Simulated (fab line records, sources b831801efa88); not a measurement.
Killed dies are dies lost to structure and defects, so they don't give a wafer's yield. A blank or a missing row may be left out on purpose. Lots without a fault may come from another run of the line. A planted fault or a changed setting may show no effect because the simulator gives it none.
Chamber matching | flow sky130 | SKY_FIELD_ISO_ETCH_15 on rie_diel-03: 4 sister chambers
The step etches the open film in CHF3/O2, stops on Si, target depth 180 nm, time 72 s. 4 wafers are shown with their chamber, then 7 later ones without.

WAFERS WITH THEIR CHAMBER
wafer  | chamber | throttle_valve_pct (%)
L079.4 | 2       | 8.852
L080.1 | 1       | 8.844
L086.4 | 3       | 8.838
L086.5 | 0       | 8.842

WAFERS WITHOUT THEIR CHAMBER
wafer  | throttle_valve_pct (%)
L086.6 | 8.834
L087.1 | 8.854
L087.2 | 8.841
L087.3 | 8.858
L095.2 | 8.844
L095.5 | 8.834
L095.6 | 8.845

WHICH CHAMBER EACH WENT THROUGH
wafer  | from the rows above               | in truth
L086.6 | can't be placed: 3 or 0 or 1      | 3
L087.1 | 2                                 | 2
L087.2 | can't be placed: 0 or 1 or 3      | 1
L087.3 | 2                                 | 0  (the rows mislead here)
L095.2 | can't be placed: 1 or 0 or 3      | 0
L095.5 | can't be placed: 3 or 0 or 1      | 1
L095.6 | can't be placed: 1 or 0 or 2 or 3 | 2
Placed correctly: 1 of 7. Can't be placed from these rows: 5 (the true chamber is among the candidates in 5). Placed wrongly: 1.
How it was worked out, from the rows above alone: a wafer's distance from a chamber is the root of the sum, over the readings, of the square of ((its reading less the chamber's mean) divided by the reading's scatter). The wafer belongs to the nearest chamber; if the next one is less than 2 further off, it can't be placed. A chamber's mean is the mean of its shown wafers. The scatter: with one shown wafer a chamber, the root of the mean of the squares of how far each hidden wafer lies from its nearest shown one.
